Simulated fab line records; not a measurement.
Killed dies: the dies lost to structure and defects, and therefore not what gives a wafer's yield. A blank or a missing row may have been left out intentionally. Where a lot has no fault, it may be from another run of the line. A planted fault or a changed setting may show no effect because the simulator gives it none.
Comparing a struck lot with a sound one + flow sky130 + 27 steps out of a route of 708
Sound: wafers L977.1, L977.3, L977.4. The struck wafers were L967.2, L967.4, L967.5. At the end, the cause is stated.
For every step that has rows: the tool of each side, followed by ch and its chambers, followed by its first start. Under that, the readings that differ: sound wafers + struck wafers + difference of the means + sigmas: that difference in standard deviations of wafers without a fault.
alike: readings whose means differ by less than 2 such deviations, and words and numbers that are the same on both sides. not compared: withheld readings, readings that some wafer has no value for, bounds like >300 that may hide the same value, and numbers for which the record gives no deviation and whose values overlap.
The two part at a step that has a row with sigmas, a row that says differs or no value, or rows on one side only. Non-overlapping numbers with no deviation appear without sigmas and do not part them. Lack of a reading on every wafer of one side parts them only where that side has two or more wafers.

SKY_LDD_N_STRIP_16: strips in O2/N2.
  sound on plasmaAsher-01 ch 0,1, day 23 22:26; struck on plasmaAsher-01 ch 0,1, day 18 16:17
  alike: drypumpMotorCurrentA, oesProductAu, stripTimeToEndpointS
  not compared: rfHoursCounterH
SKY_LDD_N_TW_MEAS_17:
  sound: filmMetro-04 at day 23 22:32; struck: filmMetro-03 at day 18 16:23
  alike: LDD_N_TW
then, 7 steps without rows for these wafers: SKY_LDD_P_DEHYDRATE_00 (time 60 s); SKY_LDD_P_HMDS_01 (prime time 60 s); SKY_LDD_P_COAT_02 (resist thk 1140 nm); SKY_LDD_P_SOFTBAKE_03 (time 60 s); SKY_LDD_P_EXPOSE_04 (exposes mask PSDM, target cd 380 nm); SKY_LDD_P_PEB_05; SKY_LDD_P_DEVELOP_06 (develop time 60 s).
SKY_LDD_P_CD_MEAS_07: the cd target is 380 nm.
  sound: cdSem-02 at day 25 03:44; struck: cdSem-02 at day 19 22:33
  alike: cdNm
SKY_LDD_P_OVL_MEAS_08:
  sound: overlay-02 at day 25 03:51; struck: overlay-02 at day 19 22:40
  alike: LDD_P_OVL
next, for these wafers, 1 step has no rows: SKY_LDD_P_IMPLANT_09.
SKY_LDD_P_STRIP_10: strips in O2/N2.
  sound on plasmaAsher-02 ch 0,1, day 25 04:02; struck on plasmaAsher-03 ch 1, day 19 22:50
| reading                                   | sound             | struck            | difference                    | sigmas |
|-------------------------------------------|-------------------|-------------------|-------------------------------|--------|
| oesProductAu (a.u.)                       | 0.719 0.713 0.717 | 0.951 0.953 0.947 | +0.234                        | +49    |
| stripTimeToEndpointS (s)                  | 14.22 14.19 14.19 | - - -             | no value on the struck wafers |        |
| model.NOVOLAK_of_LDD_P_COAT_02.thkNm (nm) | 0 0 0             | 70.89 70.63 70.96 | +70.83                        |        |
  alike: drypumpMotorCurrentA
  not compared: rfHoursCounterH
SKY_LDD_P_TW_MEAS_11:
  sound: filmMetro-02 at day 25 04:08; struck: filmMetro-01 at day 19 22:57
  alike: LDD_P_TW
then, 7 steps without rows for these wafers: SKY_LDD_HVN_DEHYDRATE_00 (time 60 s); SKY_LDD_HVN_HMDS_01 (prime time 60 s); SKY_LDD_HVN_COAT_02 (resist thk 300 nm); SKY_LDD_HVN_SOFTBAKE_03 (time 60 s); SKY_LDD_HVN_EXPOSE_04 (exposes mask HVNTM, target cd 700 nm); SKY_LDD_HVN_PEB_05; SKY_LDD_HVN_DEVELOP_06 (develop time 60 s).
SKY_LDD_HVN_OVL_MEAS_07:
  sound: overlay-01 at day 26 09:17; struck: overlay-01 at day 21 05:01
  alike: LDD_HVN_OVL
next, for these wafers, 1 step has no rows: SKY_LDD_HVN_IMPLANT_08.
SKY_LDD_HVN_STRIP_09: strips in O2/N2.
  sound on plasmaAsher-03 ch 0,1, day 26 09:29; struck on plasmaAsher-03 ch 0,1, day 21 05:12
| reading                  | sound             | struck            | difference | sigmas |
|--------------------------|-------------------|-------------------|------------|--------|
| oesProductAu (a.u.)      | 0.411 0.405 0.411 | 0.461 0.462 0.448 | +0.048     | +12    |
| stripTimeToEndpointS (s) | 4.152 4.141 4.141 | 5.290 5.282 5.293 | +1.144     | +82    |
  alike: drypumpMotorCurrentA
  not compared: rfHoursCounterH
SKY_LDD_HVN_TW_MEAS_10:
  sound: filmMetro-02 at day 26 09:35; struck: filmMetro-03 at day 21 05:19
| reading    | sound          | struck         | difference | sigmas |
|------------|----------------|----------------|------------|--------|
| LDD_HVN_TW | 1430 1440 1431 | 1295 1288 1293 | -142       | -16    |
then, 1 step without rows for these wafers: SKY_LDD_HVP_DEHYDRATE_00 (time 60 s).
-- a jump in the record: the struck wafers' starts before and after are 25 days apart (it breaks off in module LDD_HVP and resumes in module PAD_OPEN, where the first step shown is number 708 of the route) --
SKY_PAD_OPEN_PROBE_99:
  sound: prober-02 at day 50 00:22; struck: prober-01 at day 46 16:57
| reading                             | sound             | struck            | difference | sigmas |
|-------------------------------------|-------------------|-------------------|------------|--------|
| model.etest.tip_n_5v.rsOhmSq        | 1416 1422 1402    | 2790 2771 2795    | +1372      |        |
| model.etest.nfetG5v0d10v5.rOnOhmUm  | 1902 1899 1934    | 2126 2119 2092    | +201       |        |
| model.etest.nfetG5v0d10v5.driveUaUm | 597.4 589.3 589.7 | 544 536.6 544.6   | -50        |        |
| model.etest.tip_n_5v.rsOhmSqRange   | 29.2 25.45 32.9   | 79.87 79.45 51.12 | +40.96     |        |
| model.etest.nfet_05v0_nvt.driveUaUm | 569.7 570.2 560   | 534.3 532.1 538.2 | -31.8      |        |
| model.etest.resNdiffHv.rsOhmSq      | 114 114.8 113.8   | 116.7 115.8 115.5 | +1.8       |        |
| model.etest.ring_5v.delayPs         | 45.35 45.25 45.77 | 47.53 46.78 47.06 | +1.67      |        |
  alike: killed_at_M0_to_M3, killed_at_M4_up, killedAtContacts, killedAtFrontEnd, killedAtOther, killedDies, killedOpen, killedShort
  not compared: model.etest.nfet_05v0_nvt.offLog10AUm

WHERE THEY PART
First at SKY_LDD_P_STRIP_10; last, within this record, at SKY_LDD_HVN_TW_MEAS_10. Later steps at which nothing parts them and some readings are alike: SKY_PAD_OPEN_PROBE_99.

WHY: whatever the simulator had introduced
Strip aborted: plasmaAsher-03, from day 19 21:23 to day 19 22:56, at SKY_LDD_P_STRIP_10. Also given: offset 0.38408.
